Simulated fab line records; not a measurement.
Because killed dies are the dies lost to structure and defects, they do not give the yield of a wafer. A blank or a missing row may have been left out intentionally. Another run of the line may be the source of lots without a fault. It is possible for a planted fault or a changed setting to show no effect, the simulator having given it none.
Lot-split experiment || flow sky130 || 23 wafers read across 5 lots, on a route 708 steps long

## THE SPLIT
At SKY_VIA4_CMP_02 (polishes SiO2), the setting leave_above_ref_nm was moved away from the recipe's 580 nm on 10 of the 23 wafers read, by -2.9% to +6.8%. This setting was run at the recipe's value on the other wafers.

## FROM THE SPLIT TO THE READING: what the file shows between them, 1 step
- SKY_VIA4_DEVELOP_10: develop time 60 s (also split here: develop_time_s)

## THE READING
oes_product_au, in a.u., at SKY_VIA4_ETCH_12 (etches SiO2 in C4F8/O2/Ar, stops on TiN, target depth 580 nm). Typical for fault-free wafers on this fab line: 0.926 a.u., with standard deviation 0.0037 a.u.

{"wafer": "L074.1", "tool, chamber at the split": "cmp-02, 1,2", "leave_above_ref_nm as run, nm": 593.6, "against the recipe": "+2.3%", "oes_product_au, a.u.": 0.940, "against lot-mates on the recipe": "+0.015"}
{"wafer": "L074.2", "tool, chamber at the split": "cmp-02, 1,2", "leave_above_ref_nm as run, nm": 593.6, "against the recipe": "+2.3%", "oes_product_au, a.u.": 0.937, "against lot-mates on the recipe": "+0.012"}
{"wafer": "L074.4", "tool, chamber at the split": "cmp-02, 3", "leave_above_ref_nm as run, nm": 580, "against the recipe": "recipe", "oes_product_au, a.u.": 0.923, "against lot-mates on the recipe": "-"}
{"wafer": "L074.5", "tool, chamber at the split": "cmp-02, 1", "leave_above_ref_nm as run, nm": 580, "against the recipe": "recipe", "oes_product_au, a.u.": 0.926, "against lot-mates on the recipe": "-"}
{"wafer": "L074.6", "tool, chamber at the split": "cmp-02, 2", "leave_above_ref_nm as run, nm": 593.6, "against the recipe": "+2.3%", "oes_product_au, a.u.": 0.942, "against lot-mates on the recipe": "+0.017"}
{"wafer": "L078.1", "tool, chamber at the split": "cmp-01, 2", "leave_above_ref_nm as run, nm": 580, "against the recipe": "recipe", "oes_product_au, a.u.": 0.925, "against lot-mates on the recipe": "-"}
{"wafer": "L078.2", "tool, chamber at the split": "cmp-01, 1", "leave_above_ref_nm as run, nm": 619.2, "against the recipe": "+6.8%", "oes_product_au, a.u.": 0.957, "against lot-mates on the recipe": "+0.032"}
{"wafer": "L078.3", "tool, chamber at the split": "cmp-01, 3", "leave_above_ref_nm as run, nm": 580, "against the recipe": "recipe", "oes_product_au, a.u.": 0.927, "against lot-mates on the recipe": "-"}
{"wafer": "L078.5", "tool, chamber at the split": "cmp-01, 0", "leave_above_ref_nm as run, nm": 580, "against the recipe": "recipe", "oes_product_au, a.u.": 0.923, "against lot-mates on the recipe": "-"}
{"wafer": "L078.6", "tool, chamber at the split": "cmp-01, 1", "leave_above_ref_nm as run, nm": 619.2, "against the recipe": "+6.8%", "oes_product_au, a.u.": 0.968, "against lot-mates on the recipe": "+0.043"}
{"wafer": "L080.1", "tool, chamber at the split": "cmp-02, 3", "leave_above_ref_nm as run, nm": 580, "against the recipe": "recipe", "oes_product_au, a.u.": 0.928, "against lot-mates on the recipe": "-"}
{"wafer": "L080.3", "tool, chamber at the split": "cmp-02, 2", "leave_above_ref_nm as run, nm": 580, "against the recipe": "recipe", "oes_product_au, a.u.": 0.920, "against lot-mates on the recipe": "-"}
{"wafer": "L080.6", "tool, chamber at the split": "cmp-02, 0", "leave_above_ref_nm as run, nm": 580, "against the recipe": "recipe", "oes_product_au, a.u.": 0.926, "against lot-mates on the recipe": "-"}
{"wafer": "L082.1", "tool, chamber at the split": "cmp-02, 2", "leave_above_ref_nm as run, nm": 563.1, "against the recipe": "-2.9%", "oes_product_au, a.u.": 0.911, "against lot-mates on the recipe": -0.014}
{"wafer": "L082.3", "tool, chamber at the split": "cmp-02, 0", "leave_above_ref_nm as run, nm": 563.1, "against the recipe": "-2.9%", "oes_product_au, a.u.": 0.909, "against lot-mates on the recipe": -0.016}
{"wafer": "L082.4", "tool, chamber at the split": "cmp-02, 1", "leave_above_ref_nm as run, nm": 580, "against the recipe": "recipe", "oes_product_au, a.u.": 0.924, "against lot-mates on the recipe": "-"}
{"wafer": "L082.5", "tool, chamber at the split": "cmp-02, 3", "leave_above_ref_nm as run, nm": 580, "against the recipe": "recipe", "oes_product_au, a.u.": 0.927, "against lot-mates on the recipe": "-"}
{"wafer": "L082.6", "tool, chamber at the split": "cmp-02, 2", "leave_above_ref_nm as run, nm": 563.1, "against the recipe": "-2.9%", "oes_product_au, a.u.": 0.909, "against lot-mates on the recipe": -0.016}
{"wafer": "L085.1", "tool, chamber at the split": "cmp-02, 0", "leave_above_ref_nm as run, nm": 596.1, "against the recipe": "+2.8%", "oes_product_au, a.u.": 0.935, "against lot-mates on the recipe": "+0.010"}
{"wafer": "L085.2", "tool, chamber at the split": "cmp-02, 1", "leave_above_ref_nm as run, nm": 580, "against the recipe": "recipe", "oes_product_au, a.u.": 0.929, "against lot-mates on the recipe": "-"}
{"wafer": "L085.4", "tool, chamber at the split": "cmp-02, 2,1", "leave_above_ref_nm as run, nm": 580, "against the recipe": "recipe", "oes_product_au, a.u.": 0.927, "against lot-mates on the recipe": "-"}
{"wafer": "L085.5", "tool, chamber at the split": "cmp-02, 2", "leave_above_ref_nm as run, nm": 596.1, "against the recipe": "+2.8%", "oes_product_au, a.u.": 0.944, "against lot-mates on the recipe": "+0.019"}
{"wafer": "L085.6", "tool, chamber at the split": "cmp-02, 2,1", "leave_above_ref_nm as run, nm": 580, "against the recipe": "recipe", "oes_product_au, a.u.": 0.919, "against lot-mates on the recipe": "-"}
Where a row lists several chambers, the file gives one row for several wafers and doesn't say which wafer went through which chamber.

FIT RESULTS
A straight line over all 23 wafers: oes_product_au changes by +0.00552 a.u. for each +1% of leave_above_ref_nm; r = +0.97; the points scatter about the line by 0.0034 a.u.
The same after taking each lot's own level away (the mean of its wafers on the recipe; 23 wafers): +0.00557 a.u. for each +1%; r = +0.97; scatter 0.0034 a.u.
That fit puts the effect of the largest move of leave_above_ref_nm on the reading at 0.038 a.u.
The lots' own levels span 0.9245 to 0.9255 a.u., that is 0.3 times the standard deviation above.
Hence the lot-to-lot level has little effect on the slope; both slopes agree.
Check: for one of the wafers moved furthest among these (+6.8%), held out of the fit, the line's prediction against its lot-mates is +0.0405 a.u. It came out at +0.032 a.u. against them.

## THE OTHER SPLITS THESE WAFERS WENT THROUGH
Note: prior to the reading, these wafers also went through further splits. Each is held against what the fit with the lots' levels taken away leaves over:
{"other split on the same wafers": "SKY_METAL3_EXPOSE_10 dose_mj", "wafers away from the commonest value": 5, "r with oes_product_au (lot level and that fit taken away)": "+0.16"}
{"other split on the same wafers": "SKY_METAL3_METAL_ETCH_18 bias_w", "wafers away from the commonest value": 8, "r with oes_product_au (lot level and that fit taken away)": "+0.27"}
{"other split on the same wafers": "SKY_VIA3_COAT_07 spin_rpm", "wafers away from the commonest value": 4, "r with oes_product_au (lot level and that fit taken away)": "+0.41"}
{"other split on the same wafers": "SKY_METAL4_SPUTTER_02 power_w", "wafers away from the commonest value": 11, "r with oes_product_au (lot level and that fit taken away)": "+0.29"}
{"other split on the same wafers": "SKY_CAP2M_COAT_07 resist_thk_nm", "wafers away from the commonest value": 6, "r with oes_product_au (lot level and that fit taken away)": "+0.04"}
{"other split on the same wafers": "SKY_CAP2M_METAL_ETCH_13 pressure_mtorr", "wafers away from the commonest value": 10, "r with oes_product_au (lot level and that fit taken away)": -0.04}
{"other split on the same wafers": "SKY_METAL4_ETCH_17 source_w", "wafers away from the commonest value": 7, "r with oes_product_au (lot level and that fit taken away)": "+0.15"}
{"other split on the same wafers": "SKY_VIA4_DEVELOP_10 develop_time_s", "wafers away from the commonest value": 9, "r with oes_product_au (lot level and that fit taken away)": -0.06}

## THE WHOLE CHAIN: every reading that the file lists as answering this split, in the file's order
{"step": "SKY_VIA4_CMP_02", "what it does": "polishes SiO2", "reading": "SiO2_of_VIA4_HDPCVD_00.thk_nm (the simulator's own value, which no gauge read)", "change (the file's fit)": "+5.8 nm for each +1% of the setting", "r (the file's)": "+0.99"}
{"step": "SKY_VIA4_ETCH_12", "what it does": "etches SiO2 in C4F8/O2/Ar, stops on TiN, target depth 580 nm", "reading": "oes_product_au", "change (the file's fit)": "+0.0056 a.u. for each +1% of the setting", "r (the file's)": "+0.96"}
{"step": "SKY_VIA4_ETCH_12", "what it does": "etches SiO2 in C4F8/O2/Ar, stops on TiN, target depth 580 nm", "reading": "VIA4.feature_depth_nm (the simulator's own value, which no gauge read)", "change (the file's fit)": "+5.81 nm for each +1% of the setting", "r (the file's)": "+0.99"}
{"step": "SKY_METAL5_METAL_ETCH_15", "what it does": "etches the open film in Cl2/BCl3, stops on SiO2, target depth 1260 nm, time 252 s", "reading": "SiO2_of_VIA4_HDPCVD_00.thk_nm (the simulator's own value, which no gauge read)", "change (the file's fit)": "+5.72 nm for each +1% of the setting", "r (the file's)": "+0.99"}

## THE FILE'S OWN FIT
oes_product_au changes by +0.0056 a.u. for each +1% of leave_above_ref_nm, r = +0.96.
